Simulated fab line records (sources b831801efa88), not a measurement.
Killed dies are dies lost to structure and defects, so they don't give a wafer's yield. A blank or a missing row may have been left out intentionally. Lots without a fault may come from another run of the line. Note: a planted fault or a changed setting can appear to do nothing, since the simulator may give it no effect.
Split-lot trial + flow sky130 + on a route of 708 steps: 5 lots, 23 wafers read

## SPLIT DETAILS
At SKY_GATE_OXIDE_COAT_05 (resist thk 1140 nm), the setting spin_rpm was moved away from the recipe's 3000 rpm on 8 of the 23 wafers read, by -3.5% to +2.7%. This setting was run at the recipe's value on the other wafers.

The reading comes from the split's own step.

## THE READING
NOVOLAK_of_GATE_OXIDE_COAT_05.thk_nm (the simulator's own value, which no gauge read), in nm, at SKY_GATE_OXIDE_COAT_05 (resist thk 1140 nm). No usual value for it is given in the file. Across the 15 wafers here that went through the recipe, the average is 1141 nm and the standard deviation 3.1 nm.

| wafer  | tool, chamber at the split | spin_rpm as run, rpm | against the recipe | NOVOLAK_of_GATE_OXIDE_COAT_05.thk_nm, nm | against lot-mates on the recipe |
|--------|----------------------------|----------------------|--------------------|------------------------------------------|---------------------------------|
| L077.1 | litho_track-04, 0          | 3000                 | recipe             | 1141                                     | -                               |
| L077.2 | litho_track-04, 0          | 3081                 | +2.7%              | 1127                                     | -12                             |
| L077.3 | litho_track-04, 0          | 3081                 | +2.7%              | 1130                                     | -10                             |
| L077.4 | litho_track-04, 0          | 3000                 | recipe             | 1138                                     | -                               |
| L077.6 | litho_track-04, 0          | 3081                 | +2.7%              | 1126                                     | -14                             |
| L078.2 | litho_track-04, 0          | 2936                 | -2.1%              | 1150                                     | +11                             |
| L078.3 | litho_track-04, 0          | 3000                 | recipe             | 1138                                     | -                               |
| L078.4 | litho_track-04, 0          | 3000                 | recipe             | 1141                                     | -                               |
| L078.5 | litho_track-04, 0          | 3000                 | recipe             | 1139                                     | -                               |
| L078.6 | litho_track-04, 0          | 2936                 | -2.1%              | 1154                                     | +15                             |
| L080.2 | litho_track-04, 0          | 3000                 | recipe             | 1142                                     | -                               |
| L080.4 | litho_track-04, 0          | 3000                 | recipe             | 1140                                     | -                               |
| L080.5 | litho_track-04, 0          | 3000                 | recipe             | 1139                                     | -                               |
| L083.1 | litho_track-01, 0          | 2896                 | -3.5%              | 1160                                     | +22                             |
| L083.2 | litho_track-01, 0          | 3000                 | recipe             | 1136                                     | -                               |
| L083.3 | litho_track-01, 0          | 3000                 | recipe             | 1139                                     | -                               |
| L083.4 | litho_track-01, 0          | 2896                 | -3.5%              | 1159                                     | +22                             |
| L083.5 | litho_track-01, 0          | 2896                 | -3.5%              | 1154                                     | +16                             |
| L084.1 | litho_track-04, 0          | 3000                 | recipe             | 1143                                     | -                               |
| L084.6 | litho_track-04, 0          | 3000                 | recipe             | 1143                                     | -                               |
| L084.2 | litho_track-04, 0          | 3000                 | recipe             | 1144                                     | -                               |
| L084.3 | litho_track-04, 0          | 3000                 | recipe             | 1147                                     | -                               |
| L084.4 | litho_track-04, 0          | 3000                 | recipe             | 1147                                     | -                               |

FIT RESULTS
A straight line over all 23 wafers: NOVOLAK_of_GATE_OXIDE_COAT_05.thk_nm changes by -4.89 nm for each +1% of spin_rpm; r = -0.95; the points scatter about the line by 3 nm.
The same after taking each lot's own level away (the mean of its wafers on the recipe; 23 wafers): -5.3 nm for each +1%; r = -0.98; scatter 2.1 nm.
That fit puts the effect of the largest move of spin_rpm on the reading at 18 nm.
From 1137.5 to 1144.8 nm: that is the span of the lots' own levels, equal to 2.3 times the standard deviation above.
Hence the lot-to-lot level has little effect on the slope; both slopes agree.
Check: for one of the wafers moved furthest among these (-3.5%), held out of the fit, the line's prediction against its lot-mates is +18.2 nm. Against them it came out at +22.5 nm.

## OTHER SPLITS ON THESE WAFERS
Note: prior to the reading, these wafers also went through further splits. Each is held against what the fit with the lots' levels taken away leaves over:
| other split on the same wafers | wafers away from the commonest value | r with NOVOLAK_of_GATE_OXIDE_COAT_05.thk_nm (lot level and that fit taken away) |
|--------------------------------|--------------------------------------|---------------------------------------------------------------------------------|
| SKY_SONOS_ONO_CVD_04 temp_c    | 18                                   | -0.06                                                                           |

## THE WHOLE CHAIN: every reading that the file lists as answering this split, in the file's order
| step                    | what it does       | reading                                                                               | change (the file's fit)              | r (the file's) |
|-------------------------|--------------------|---------------------------------------------------------------------------------------|--------------------------------------|----------------|
| SKY_GATE_OXIDE_COAT_05  | resist thk 1140 nm | NOVOLAK_of_GATE_OXIDE_COAT_05.thk_nm (the simulator's own value, which no gauge read) | -5.35 nm for each +1% of the setting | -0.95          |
| SKY_GATE_OXIDE_STRIP_13 | strips in O2/N2    | strip_time_to_endpoint_s                                                              | withheld for each +1% of the setting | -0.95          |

## THE FILE'S OWN FIT
NOVOLAK_of_GATE_OXIDE_COAT_05.thk_nm changes by -5.35 nm for each +1% of spin_rpm, r = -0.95.
